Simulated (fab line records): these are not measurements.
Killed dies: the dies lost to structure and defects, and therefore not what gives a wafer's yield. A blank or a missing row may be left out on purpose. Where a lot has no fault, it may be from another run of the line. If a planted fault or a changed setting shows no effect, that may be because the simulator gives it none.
fab line records	flow sky130
record: lots: 10	wafers: 30	lastDay: 50
route steps=708 shown METAL2@498 METAL3@534 CAPM@537 PAD_OPEN@708
lots with no fault: from the same line, run without faults
startH: hours from the record's first day to the start of the lot's first wafer shown	waitH: hours from the lot's prior step to this one	" repeats the value in the row above	L1.1+2: a single row standing in for several wafers	- either no value or no given start	* or withheld: withheld	< > ~ a bound
route shown NAME@n: a module of which the file shows steps, and the number in the route of the first	usual: the fault-free wafers' mean and standard deviation	same: alike in all rows	chamber/n: place in a boat	sites: per-site readings	_std_site: how widely they spread, as a standard deviation	_edge_site: outer sites' mean less inner sites'	radiusMm: for every site, how far away it sits from the centre of the wafer	mask NAME#n: copy n	behind: the last tool/chamber to shape the wafer	hold: cause of the lot's hold/its duration in hours/its outcome	device: the transistor (n, p or np) that didn't switch	end of line: tests run on the same wafers once the route is complete	where a step has no rows: the recipe by itself	killed: the dies lost at the first sort to structure and to defects; this is not the yield of the wafer	map: shows each die of a wafer: x if killed, . if not, _ if none is there
set.NAME: the setting that was run; set.NAME@STEP: the one run at that earlier step	model.NAME: the simulator's own value behind a step, which no gauge read
a sample of lots followed through the steps of the route, with each step as a table and each wafer as a row
services: from which hour (startH, from the record's first day; less than 0 if before it) a tool's chamber was out of use, for how many hours, and why
== steps ==
step: SKY_METAL2_CD_MEAS_15
recipe: targetCdNm: 140
usual: cdNm: 140.4/1.6
lot.wafer	tool	chamber	startH	waitH	cdNm
L739.1	cdSem-02	-	865.63	-	140.3
L739.4	"	-	"	"	140.4
L739.6	"	-	"	"	141.5
L743.3	cdSem-01	-	883.77	-	138.4
L743.5	"	-	"	"	138.9
L743.6	"	-	"	"	138.8
L746.2	cdSem-01	-	907.99	-	141.7
L746.5	"	-	"	"	141.4
L746.6	"	-	"	"	140.5
L747.2	cdSem-02	-	913.55	-	139.3
L747.4	"	-	"	"	140.2
L747.6	"	-	"	"	139.0
L748.1	cdSem-02	-	916.63	-	140.3
L748.4	"	-	"	"	140.7
L748.6	"	-	"	"	140.5
L751.3	cdSem-02	-	938.91	-	141.6
L751.4	"	-	"	"	142.7
L751.6	"	-	"	"	141.5
L755.1	cdSem-02	-	960.82	-	138.7
L755.3	"	-	"	"	140.4
L755.6	"	-	"	"	138.0
L756.1	cdSem-02	-	967.92	-	141.9
L756.5	"	-	"	"	141.4
L756.6	"	-	"	"	142.3
L757.2	cdSem-01	-	969.00	-	140.3
L757.3	"	-	"	"	141.4
L757.4	"	-	"	"	141.5
L759.1	cdSem-02	-	989.93	-	141.8
L759.4	"	-	"	"	141.8
L759.5	"	-	"	"	141.9
step: SKY_METAL3_SPUTTER_02
recipe: material: AlCu	targetThkNm: 735	powerW: 10600	timeS: 39.1	chamberPressurePa: 0.4
usual: throttleValvePct: 30.2/1.1
lot.wafer	tool	chamber	startH	waitH	throttleValvePct
L739.1	pvdSputter-01	-	895.49	0.0	31.1
L739.4	"	-	"	"	29.6
L739.6	"	-	"	"	29.7
L743.3	pvdSputter-02	-	912.84	0.0	28.6
L743.5	"	-	"	"	28.3
L743.6	"	-	"	"	32.1
L746.2	pvdSputter-01	-	937.56	0.0	31.0
L746.5	"	-	"	"	29.6
L746.6	"	-	"	"	30.8
L747.2	pvdSputter-02	-	941.63	0.0	31.9
L747.4	"	-	"	"	31.3
L747.6	"	-	"	"	31.2
L748.1	pvdSputter-03	-	944.83	0.0	29.9
L748.4	"	-	"	"	29.8
L748.6	"	-	"	"	29.5
L751.3	pvdSputter-03	-	966.87	0.0	29.6
L751.4	"	-	"	"	29.9
L751.6	"	-	"	"	29.6
L755.1	pvdSputter-03	-	988.90	0.0	30.1
L755.3	"	-	"	"	30.1
L755.6	"	-	"	"	28.8
L756.1	pvdSputter-01	-	995.43	0.0	31.1
L756.5	"	-	"	"	31.2
L756.6	"	-	"	"	29.5
L757.2	pvdSputter-03	-	995.65	0.0	28.9
L757.3	"	-	"	"	29.8
L757.4	"	-	"	"	29.9
L759.1	pvdSputter-02	-	1016.53	0.0	28.5
L759.4	"	-	"	"	31.2
L759.5	"	-	"	"	31.5
step: SKY_CAPM_CVD_00
recipe: material: SiO2	targetThkNm: 15.5	tempC: 400	timeS: withheld	rfW: 450
usual: heaterPowerW: 737/58
lot.wafer	tool	chamber	startH	waitH	heaterPowerW
L739.1	pecvd-02	1	895.60	0.0	740
L739.4	"	1	"	"	748
L739.6	"	0	"	"	703
L743.3	pecvd-04	1	912.95	0.0	828
L743.5	"	2	"	"	771
L743.6	"	0	"	"	612
L746.2	pecvd-04	1	937.67	0.0	819
L746.5	"	0	"	"	710
L746.6	"	2	"	"	771
L747.2	pecvd-02	1	941.74	0.0	773
L747.4	"	1	"	"	798
L747.6	"	2	"	"	716
L748.1	pecvd-03	1	944.94	0.0	685
L748.4	"	2	"	"	787
L748.6	"	1	"	"	690
L751.3	pecvd-02	0	966.98	0.0	731
L751.4	"	0	"	"	745
L751.6	"	1	"	"	678
L755.1	pecvd-02	2	989.00	0.0	766
L755.3	"	1	"	"	707
L755.6	"	1	"	"	713
L756.1	pecvd-02	1	995.54	0.0	755
L756.5	"	0	"	"	792
L756.6	"	2	"	"	619
L757.2	pecvd-04	2	995.76	0.0	767
L757.3	"	1	"	"	803
L757.4	"	2	"	"	768
L759.1	pecvd-02	0	1016.63	0.0	784
L759.4	"	0	"	"	765
L759.5	"	0	"	"	781
step: SKY_CAPM_SPUTTER_02
recipe: material: TiN	targetThkNm: 200	tempC: 300	powerW: 6500	timeS: 166.7	chamberPressurePa: 0.4
usual: throttleValvePct: 30.2/0.81
lot.wafer	tool	chamber	startH	waitH	throttleValvePct
L739.1	pvdSputter-04	-	895.68	0.1	29.7
L739.4	"	-	"	"	29.3
L739.6	"	-	"	"	28.9
L743.3	pvdSputter-01	-	913.03	0.0	29.9
L743.5	"	-	"	"	29.7
L743.6	"	-	"	"	31.4
L746.2	pvdSputter-04	-	937.75	0.0	30.4
L746.5	"	-	"	"	29.1
L746.6	"	-	"	"	30.7
L747.2	pvdSputter-04	-	941.82	0.0	30.3
L747.4	"	-	"	"	29.3
L747.6	"	-	"	"	30.6
L748.1	pvdSputter-04	-	945.02	0.1	29.6
L748.4	"	-	"	"	29.5
L748.6	"	-	"	"	29.9
L751.3	pvdSputter-01	-	967.07	0.0	29.7
L751.4	"	-	"	"	31.2
L751.6	"	-	"	"	31.1
L755.1	pvdSputter-01	-	989.08	0.1	31.1
L755.3	"	-	"	"	29.7
L755.6	"	-	"	"	31.4
L756.1	pvdSputter-02	-	995.62	0.1	28.6
L756.5	"	-	"	"	31.1
L756.6	"	-	"	"	29.8
L757.2	pvdSputter-01	-	995.84	0.0	29.7
L757.3	"	-	"	"	31.3
L757.4	"	-	"	"	31.3
L759.1	pvdSputter-01	-	1016.72	0.1	31.6
L759.4	"	-	"	"	29.4
L759.5	"	-	"	"	31.3
step: SKY_CAPM_RS_MEAS_03
recipe: thkMeasGauge: four-point-probe	reads: TiN_of_CAPM_SPUTTER_02
usual: CAPM_TIN_RS: 6.92/0.11
lot.wafer	tool	chamber	startH	waitH	CAPM_TIN_RS[ohm/sq]
L739.1	filmMetro-03	-	895.79	0.1	7.01
L739.4	"	-	"	"	6.98
L739.6	"	-	"	"	7.05
L743.3	filmMetro-03	-	913.18	0.1	6.85
L743.5	"	-	"	"	6.85
L743.6	"	-	"	"	6.87
L746.2	filmMetro-02	-	937.88	0.1	6.93
L746.5	"	-	"	"	7.02
L746.6	"	-	"	"	6.98
L747.2	filmMetro-01	-	941.95	0.1	6.89
L747.4	"	-	"	"	6.99
L747.6	"	-	"	"	6.94
L748.1	filmMetro-02	-	945.13	0.1	7.42
L748.4	"	-	"	"	7.04
L748.6	"	-	"	"	7.43
L751.3	filmMetro-02	-	967.22	0.1	6.91
L751.4	"	-	"	"	6.94
L751.6	"	-	"	"	6.79
L755.1	filmMetro-01	-	989.19	0.1	6.90
L755.3	"	-	"	"	6.83
L755.6	"	-	"	"	6.89
L756.1	filmMetro-01	-	995.73	0.1	6.79
L756.5	"	-	"	"	7.00
L756.6	"	-	"	"	6.82
L757.2	filmMetro-02	-	995.97	0.1	6.74
L757.3	"	-	"	"	6.71
L757.4	"	-	"	"	6.75
L759.1	filmMetro-01	-	1016.83	0.1	6.80
L759.4	"	-	"	"	6.86
L759.5	"	-	"	"	6.86
step: SKY_CAPM_THK_MEAS_04
recipe: thkMeasGauge: xrf	reads: TiN_of_CAPM_SPUTTER_02
usual: CAPM_TIN_THK: 201/3.2
lot.wafer	tool	chamber	startH	waitH	CAPM_TIN_THK[nm]
L739.1	filmMetro-03	-	895.91	0.1	200
L739.4	"	-	"	"	200
L739.6	"	-	"	"	197
L743.3	filmMetro-03	-	913.28	0.1	204
L743.5	"	-	"	"	202
L743.6	"	-	"	"	203
L746.2	filmMetro-02	-	937.99	0.1	202
L746.5	"	-	"	"	199
L746.6	"	-	"	"	200
L747.2	filmMetro-01	-	942.06	0.1	202
L747.4	"	-	"	"	197
L747.6	"	-	"	"	199
L748.1	filmMetro-02	-	945.25	0.1	188
L748.4	"	-	"	"	199
L748.6	"	-	"	"	187
L751.3	filmMetro-02	-	967.32	0.1	201
L751.4	"	-	"	"	200
L751.6	"	-	"	"	204
L755.1	filmMetro-01	-	989.31	0.1	199
L755.3	"	-	"	"	202
L755.6	"	-	"	"	200
L756.1	filmMetro-01	-	995.85	0.1	203
L756.5	"	-	"	"	196
L756.6	"	-	"	"	202
L757.2	filmMetro-02	-	996.08	0.1	205
L757.3	"	-	"	"	206
L757.4	"	-	"	"	205
L759.1	filmMetro-01	-	1016.95	0.1	205
L759.4	"	-	"	"	203
L759.5	"	-	"	"	202
step: SKY_CAPM_METAL_ETCH_13
recipe: targetDepthNm: 220	stopOn: SiO2	chemistry: Cl2/BCl3	target: TiN	pressureMtorr: 10	icpW: 900	biasW: 48.5	Cl2_flow_sccm: 60	bcl3FlowSccm: 30	timeS: 62.9
usual: drypumpMotorCurrentA: 5.4/0.31	oesProductAu: 0.940/0.0095	throttleValvePct: 21.902/0.009
lot.wafer	tool	chamber	startH	waitH	drypumpMotorCurrentA	oesProductAu	rfHoursCounterH	throttleValvePct
L739.1	rieMetal-02	1	921.70	0.0	5.7	0.938	13	21.918
L739.4	"	0	"	"	5.2	0.938	-	21.912
L739.6	"	0	"	"	5.2	0.923	-	21.907
L743.3	rieMetal-02	0	938.09	0.0	5.2	0.949	-	21.890
L743.5	"	0	"	"	5.2	0.949	-	21.897
L743.6	"	1	"	"	5.7	0.943	-	21.900
L746.2	rieMetal-04	1	962.77	0.0	5.8	0.943	13	21.897
L746.5	"	0	"	"	5.2	0.933	-	21.908
L746.6	"	1	"	"	5.9	0.936	-	21.908
L747.2	rieMetal-04	1	965.67	0.0	5.8	0.943	13	21.892
L747.4	"	0	"	"	5.2	0.927	-	21.887
L747.6	"	1	"	"	5.8	0.936	-	21.914
L748.1	rieMetal-03	0	969.15	0.0	5.0	0.905	11	21.934
L748.4	"	1	"	"	5.6	0.933	-	21.900
L748.6	"	0	"	"	5.0	0.893	-	21.922
L751.3	rieMetal-03	1	991.29	0.0	5.7	0.946	-	21.902
L751.4	"	0	"	"	5.0	0.939	-	21.910
L751.6	"	0	"	"	5.0	0.951	-	21.896
L755.1	rieMetal-04	0	1012.52	0.0	5.2	0.943	11	21.881
L755.3	"	0	"	"	5.2	0.942	-	21.898
L755.6	"	0	"	"	5.2	0.946	-	21.897
L756.1	rieMetal-04	0	1018.15	0.0	5.2	0.949	11	21.902
L756.5	"	0	"	"	5.2	0.934	-	21.895
L756.6	"	1	"	"	5.8	0.951	-	21.906
L757.2	rieMetal-03	0	1018.97	0.0	5.0	0.959	14	21.897
L757.3	"	0	"	"	5.0	0.955	-	21.890
L757.4	"	1	"	"	5.6	0.953	-	21.896
L759.1	rieMetal-02	0	1040.17	0.0	5.3	0.953	13	21.885
L759.4	"	0	"	"	5.2	0.947	-	21.897
L759.5	"	0	"	"	5.2	0.948	-	21.913
step: SKY_PAD_OPEN_PROBE_99
usual: defectLimitedYield: 82.5/1.9	killed_at_M0_to_M3: 43/6.8	killed_at_M4_up: 3.2/2	killedAtContacts: 24/5.3	killedAtFrontEnd: 16/4.4	killedAtOther: 0.3/0.54	killedDies: 86/9.4	killedOpen: 48/6.6	killedShort: 38/6.5	sort_bin_3_pad_short: 0.8/0.4	sort_bin_5_function: 10.4/1.5	sort_bin_6_memory: 6.3/1.2	sortNPass: 406/9.4	sortYieldPct: 82.5/1.9
same: grossDies: 492	killedAtBackSide: 0	sort_bin_4_leakage[%]: 0	sort_bin_8_speed[%]: 0
lot.wafer	tool	chamber	startH	waitH	defectLimitedYield[%]	killed_at_M0_to_M3	killed_at_M4_up	killedAtContacts	killedAtFrontEnd	killedAtOther	killedDies	killedOpen	killedShort	sort_bin_3_pad_short[%]	sort_bin_5_function[%]	sort_bin_6_memory[%]	sortNPass	sortYieldPct[%]
L739.1	prober-02	-	1119.22	0.1	79.9	52	8	24	14	1	99	52	47	1.4	11.4	7.3	393	79.9
L739.4	prober-02	-	1119.37	0.2	80.5	49	4	29	14	0	96	46	50	1.0	11.8	6.7	396	80.5
L739.6	prober-02	-	1119.47	0.2	81.7	52	2	18	18	0	90	42	48	0.8	11.4	6.1	402	81.7
L743.3	prober-02	-	1133.19	0.2	82.9	45	7	20	11	1	84	45	38	0.2	10.6	6.3	408	82.9
L743.5	prober-02	-	1133.29	0.2	83.1	37	5	30	11	0	83	48	35	0.8	10.8	5.3	409	83.1
L743.6	prober-02	-	1133.34	0.2	85.6	30	2	26	13	0	71	39	32	0.6	8.1	5.7	421	85.6
L746.2	prober-01	-	1152.09	0.1	83.1	45	1	20	17	0	83	47	36	0.2	10.2	6.5	409	83.1
L746.5	prober-01	-	1152.24	0.2	80.5	51	3	24	17	1	96	57	38	0.4	11.2	7.9	396	80.5
L746.6	prober-01	-	1152.29	0.2	85.6	29	2	24	16	0	71	45	26	0.6	7.9	5.9	421	85.6
L747.2	prober-02	-	1152.80	0.1	83.5	44	0	26	10	1	81	42	39	1.2	9.1	6.1	411	83.5
L747.4	prober-02	-	1152.90	0.2	82.3	42	5	25	14	1	87	51	36	0.2	11.0	6.5	405	82.3
L747.6	prober-02	-	1153.00	0.2	80.9	45	3	30	16	0	94	59	35	1.0	11.8	6.3	398	80.9
L748.1	prober-01	-	1155.68	0.1	85.8	39	3	21	7	0	70	40	30	0.4	8.7	5.1	422	85.8
L748.4	prober-01	-	1155.83	0.2	81.9	37	3	29	20	0	89	42	47	0.2	10.8	7.1	403	81.9
L748.6	prober-01	-	1155.93	0.2	84.8	35	1	24	15	0	75	40	34	0.6	10.0	4.7	417	84.8
L751.3	prober-01	-	1173.48	0.2	80.7	43	5	32	15	0	95	51	42	1.4	10.2	7.7	397	80.7
L751.4	prober-01	-	1173.53	0.2	81.3	46	5	19	22	0	92	47	43	1.2	11.2	6.3	400	81.3
L751.6	prober-01	-	1173.63	0.2	83.3	41	3	26	12	0	82	50	32	1.0	8.5	7.1	410	83.3
L755.1	prober-02	-	1189.91	0.1	82.9	37	6	30	10	1	84	41	43	0.4	10.2	6.5	408	82.9
L755.3	prober-02	-	1190.01	0.2	80.9	44	4	27	19	0	94	54	40	0.6	8.5	10.0	398	80.9
L755.6	prober-02	-	1190.16	0.2	82.1	39	1	28	19	1	88	49	39	0.6	10.6	6.7	404	82.1
L756.1	prober-02	-	1192.11	0.1	84.8	38	2	28	7	0	75	41	34	0	10.0	5.3	417	84.8
L756.5	prober-02	-	1192.31	0.2	82.7	51	0	24	10	0	85	46	39	0.4	11.4	5.5	407	82.7
L756.6	prober-02	-	1192.36	0.2	86.2	28	2	22	16	0	68	34	33	0.8	7.3	5.7	424	86.2
L757.2	prober-01	-	1194.42	0.1	85.6	24	5	28	14	0	71	36	35	0.4	10.6	3.5	421	85.6
L757.3	prober-01	-	1194.47	0.2	77.4	51	4	35	21	0	111	60	51	1.4	12.6	8.5	381	77.4
L757.4	prober-01	-	1194.52	0.2	82.9	51	1	19	12	1	84	50	33	0.6	9.6	6.9	408	82.9
L759.1	prober-01	-	1208.10	0.1	79.1	52	2	26	22	1	103	53	48	1.0	12.6	7.3	389	79.1
L759.4	prober-01	-	1208.25	0.2	82.1	34	6	31	16	1	88	46	41	1.0	8.9	7.9	404	82.1
L759.5	prober-01	-	1208.30	0.2	83.3	32	6	21	23	0	82	49	33	0.8	11.4	4.5	410	83.3
killed by level:class
L739.1 CONTACT:geometricParticle:open=10 LI_CONTACT:geometricParticle:open=8 VIA1:geometricParticle:open=7 METAL1:geometricParticle:short=7 VIA1:geometricParticle:short=7 VIA2:geometricParticle:open=7 VIA3:geometricParticle:short=5 VIA3:geometricParticle:open=5
L739.4 CONTACT:geometricParticle:open=11 VIA1:geometricParticle:short=9 VIA3:geometricParticle:open=9 LI_CONTACT:geometricParticle:open=7 FIELD_ISO:geometricParticle:short=6 METAL1:geometricParticle:short=6 VIA1:geometricParticle:open=6 METAL2:geometricParticle:short=6
L739.6 VIA1:geometricParticle:open=12 METAL1:geometricParticle:short=11 CONTACT:geometricParticle:open=7 METAL3:geometricParticle:short=7 CONTACT:geometricParticle:short=6 FIELD_ISO:geometricParticle:open=5 FIELD_ISO:geometricParticle:short=5 VIA2:geometricParticle:open=5
L743.3 CONTACT:geometricParticle:open=9 VIA1:geometricParticle:open=8 VIA3:geometricParticle:open=8 VIA2:geometricParticle:open=7 METAL2:geometricParticle:short=6 CONTACT:geometricParticle:short=5 POLY_GATE:geometricParticle:open=4 VIA2:geometricParticle:short=4
L743.5 LI_CONTACT:geometricParticle:open=11 CONTACT:geometricParticle:open=8 VIA2:geometricParticle:open=8 VIA3:geometricParticle:open=7 FIELD_ISO:geometricParticle:open=5 LOCAL_INTERCONNECT:geometricParticle:short=5 CONTACT:geometricParticle:short=5 METAL2:geometricParticle:short=5
L743.6 VIA1:geometricParticle:open=10 LI_CONTACT:geometricParticle:open=9 CONTACT:geometricParticle:open=7 FIELD_ISO:geometricParticle:short=5 LOCAL_INTERCONNECT:geometricParticle:short=5 CONTACT:geometricParticle:short=5 METAL2:geometricParticle:short=5 VIA3:geometricParticle:open=4
L746.2 VIA1:geometricParticle:open=13 CONTACT:geometricParticle:open=9 VIA3:geometricParticle:short=6 POLY_GATE:geometricParticle:short=6 POLY_GATE:geometricParticle:open=6 VIA3:geometricParticle:open=6 LI_CONTACT:geometricParticle:open=5 VIA1:geometricParticle:short=4
L746.5 VIA1:geometricParticle:open=21 CONTACT:geometricParticle:short=9 CONTACT:geometricParticle:open=8 VIA3:geometricParticle:open=8 VIA1:geometricParticle:short=5 POLY_GATE:geometricParticle:short=4 POLY_GATE:geometricParticle:open=4 LOCAL_INTERCONNECT:geometricParticle:short=4
L746.6 CONTACT:geometricParticle:open=9 VIA1:geometricParticle:open=7 VIA3:geometricParticle:open=6 METAL2:geometricParticle:short=5 LI_CONTACT:geometricParticle:open=5 CONTACT:geometricParticle:short=5 FIELD_ISO:geometricParticle:open=3 FIELD_ISO:geometricParticle:short=3
L747.2 CONTACT:geometricParticle:open=10 VIA2:geometricParticle:open=9 CONTACT:geometricParticle:short=7 VIA1:geometricParticle:open=7 VIA1:geometricParticle:short=6 METAL2:geometricParticle:short=5 VIA3:geometricParticle:open=5 LI_CONTACT:geometricParticle:open=4
L747.4 CONTACT:geometricParticle:open=14 VIA1:geometricParticle:open=10 VIA3:geometricParticle:open=8 FIELD_ISO:geometricParticle:short=6 VIA2:geometricParticle:open=5 LI_CONTACT:geometricParticle:open=5 METAL3:geometricParticle:short=4 METAL4:geometricParticle:short=4
L747.6 CONTACT:geometricParticle:open=17 VIA1:geometricParticle:open=16 FIELD_ISO:geometricParticle:open=5 LOCAL_INTERCONNECT:geometricParticle:short=5 FIELD_ISO:geometricParticle:short=4 METAL2:geometricParticle:open=4 METAL2:geometricParticle:short=4 VIA3:geometricParticle:short=4
L748.1 VIA2:geometricParticle:open=9 CONTACT:geometricParticle:open=9 VIA3:geometricParticle:open=6 CONTACT:geometricParticle:short=5 METAL1:geometricParticle:short=5 VIA1:geometricParticle:open=5 VIA2:geometricParticle:short=5 VIA3:geometricParticle:short=4
L748.4 CONTACT:geometricParticle:open=11 FIELD_ISO:geometricParticle:short=10 VIA1:geometricParticle:open=9 VIA2:geometricParticle:open=9 VIA1:geometricParticle:short=7 LOCAL_INTERCONNECT:geometricParticle:short=5 CONTACT:geometricParticle:short=5 POLY_GATE:geometricParticle:open=4
L748.6 CONTACT:geometricParticle:open=8 LI_CONTACT:geometricParticle:open=7 VIA2:geometricParticle:open=7 POLY_GATE:geometricParticle:open=6 METAL1:geometricParticle:short=6 METAL2:geometricParticle:short=5 CONTACT:geometricParticle:short=4 METAL1:geometricParticle:open=4
L751.3 CONTACT:geometricParticle:open=13 VIA1:geometricParticle:open=13 LI_CONTACT:geometricParticle:open=7 POLY_GATE:geometricParticle:short=6 LOCAL_INTERCONNECT:geometricParticle:short=6 VIA2:geometricParticle:open=5 METAL1:geometricParticle:short=5 VIA1:geometricParticle:short=5
L751.4 VIA1:geometricParticle:open=12 METAL1:geometricParticle:short=7 FIELD_ISO:geometricParticle:short=6 CONTACT:geometricParticle:open=6 VIA3:geometricParticle:open=6 VIA1:geometricParticle:short=5 FIELD_ISO:geometricParticle:open=4 LI_CONTACT:geometricParticle:open=4
L751.6 CONTACT:geometricParticle:open=13 VIA1:geometricParticle:open=11 VIA3:geometricParticle:open=7 METAL2:geometricParticle:short=5 LI_CONTACT:geometricParticle:open=5 VIA1:geometricParticle:short=5 VIA2:geometricParticle:open=4 VIA3:geometricParticle:short=4
L755.1 VIA1:geometricParticle:short=9 CONTACT:geometricParticle:open=9 LOCAL_INTERCONNECT:geometricParticle:short=7 METAL2:geometricParticle:short=6 CONTACT:geometricParticle:short=6 VIA1:geometricParticle:open=6 POLY_GATE:geometricParticle:open=5 LI_CONTACT:geometricParticle:open=5
L755.3 VIA1:geometricParticle:open=14 CONTACT:geometricParticle:open=12 VIA3:geometricParticle:open=8 POLY_GATE:geometricParticle:short=5 VIA2:geometricParticle:short=5 LI_CONTACT:geometricParticle:short=4 POLY_GATE:geometricParticle:open=4 LI_CONTACT:geometricParticle:open=4
L755.6 CONTACT:geometricParticle:short=10 CONTACT:geometricParticle:open=9 VIA1:geometricParticle:open=9 METAL3:geometricParticle:short=8 LI_CONTACT:geometricParticle:open=7 POLY_GATE:geometricParticle:open=5 VIA3:geometricParticle:open=5 VIA2:geometricParticle:open=5
L756.1 VIA1:geometricParticle:open=13 CONTACT:geometricParticle:open=9 LI_CONTACT:geometricParticle:open=8 CONTACT:geometricParticle:short=6 VIA2:geometricParticle:open=6 METAL2:geometricParticle:short=4 POLY_GATE:geometricParticle:short=3 LOCAL_INTERCONNECT:geometricParticle:short=3
L756.5 VIA1:geometricParticle:open=10 VIA1:geometricParticle:short=8 VIA3:geometricParticle:open=8 CONTACT:geometricParticle:short=7 LI_CONTACT:geometricParticle:open=7 CONTACT:geometricParticle:open=7 METAL1:geometricParticle:short=6 VIA2:geometricParticle:open=6
L756.6 CONTACT:geometricParticle:open=10 VIA1:geometricParticle:short=6 METAL2:geometricParticle:short=6 VIA3:geometricParticle:open=6 LI_CONTACT:geometricParticle:open=5 FIELD_ISO:geometricParticle:short=4 POLY_GATE:geometricParticle:open=4 LOCAL_INTERCONNECT:geometricParticle:short=4
L757.2 CONTACT:geometricParticle:open=11 LI_CONTACT:geometricParticle:open=7 VIA1:geometricParticle:short=6 LOCAL_INTERCONNECT:geometricParticle:short=5 FIELD_ISO:geometricParticle:short=4 POLY_GATE:geometricParticle:open=4 CONTACT:geometricParticle:short=4 VIA1:geometricParticle:open=4
L757.3 CONTACT:geometricParticle:open=13 VIA1:geometricParticle:open=13 CONTACT:geometricParticle:short=9 LI_CONTACT:geometricParticle:open=8 FIELD_ISO:geometricParticle:short=7 VIA2:geometricParticle:open=7 METAL1:geometricParticle:short=6 VIA2:geometricParticle:short=5
L757.4 VIA1:geometricParticle:open=15 VIA2:geometricParticle:open=10 CONTACT:geometricParticle:open=7 POLY_GATE:geometricParticle:open=5 VIA1:geometricParticle:short=5 METAL1:geometricParticle:short=4 METAL2:geometricParticle:short=4 VIA3:geometricParticle:open=4
L759.1 VIA1:geometricParticle:open=16 VIA3:geometricParticle:open=9 VIA1:geometricParticle:short=8 CONTACT:geometricParticle:short=7 CONTACT:geometricParticle:open=7 FIELD_ISO:geometricParticle:short=6 LOCAL_INTERCONNECT:geometricParticle:short=6 METAL1:geometricParticle:short=5
L759.4 LI_CONTACT:geometricParticle:open=12 CONTACT:geometricParticle:open=8 VIA1:geometricParticle:open=8 VIA1:geometricParticle:short=7 METAL4:geometricParticle:short=6 LOCAL_INTERCONNECT:geometricParticle:short=5 POLY_GATE:geometricParticle:open=4 VIA2:geometricParticle:open=4
L759.5 LI_CONTACT:geometricParticle:open=13 POLY_GATE:geometricParticle:short=9 VIA1:geometricParticle:open=9 VIA2:geometricParticle:open=6 FIELD_ISO:geometricParticle:open=5 CONTACT:geometricParticle:open=5 METAL4:geometricParticle:short=5 POLY_GATE:geometricParticle:open=4
== services ==
tool	chamber	startH	hours	kind
pecvd-03	0	879.84	9.1	repair
pvdSputter-02	-	887.03	0.6	repair
pecvd-02	2	896.07	16.5	scheduledDown
rieMetal-02	1	896.19	13.8	repair
pecvd-02	0	907.62	22.0	repair
pvdSputter-04	-	908.70	1.4	repair
pvdSputter-03	-	911.46	1.9	repair
pvdSputter-04	-	911.85	1.4	repair
pecvd-02	1	912.57	5.5	scheduledDown
pecvd-03	2	930.61	5.0	repair
pecvd-02	2	932.26	2.1	scheduledDown
rieMetal-04	-	933.44	26.7	repair
pecvd-04	2	943.99	3.5	repair
pecvd-02	-	944.65	0.9	repair
pvdSputter-02	-	956.80	4.2	repair
pecvd-04	2	965.37	6.3	repair
rieMetal-03	-	979.62	1.4	pm
pvdSputter-01	0	986.20	-	consumableReplace:kit
pvdSputter-01	0	986.20	18.0	scheduledDown
pvdSputter-01	0	986.20	18.0	ventCycle
pecvd-03	0	998.07	5.4	repair
pecvd-02	1	999.38	-	clean
pecvd-02	1	999.38	-	consumableReplace:showerhead
pecvd-02	1	999.38	29.0	scheduledDown
== key ==
firstSign: step: SKY_CAPM_RS_MEAS_03	reading: CAPM_TIN_RS	direction: up	sigmas: 4.6	usual: 6.92	struck: 7.42
effect: step: SKY_CAPM_THK_MEAS_04	reading: CAPM_TIN_THK	direction: down	sigmas: 4	usual: 201	struck: 188
effect: step: SKY_CAPM_METAL_ETCH_13	reading: oesProductAu	direction: down	sigmas: 4.2	usual: 0.940	struck: 0.899
metAt SKY_CAPM_SPUTTER_02
struckLots L748
struckWafers L748.1,L748.6
notActingAt SKY_METAL2_CD_MEAS_15,SKY_METAL3_SPUTTER_02,SKY_CAPM_CVD_00
onsetBetween 895.68 945.02
fault: kind: processParameterDrift	tool: pvdSputter-04	chamber: -	onsetH: 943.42	steps: SKY_CAPM_SPUTTER_02	channel: timeS	offset: *	shape: step	endH: 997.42	actsIn: *	stated: *	scope: struckWafersOnly
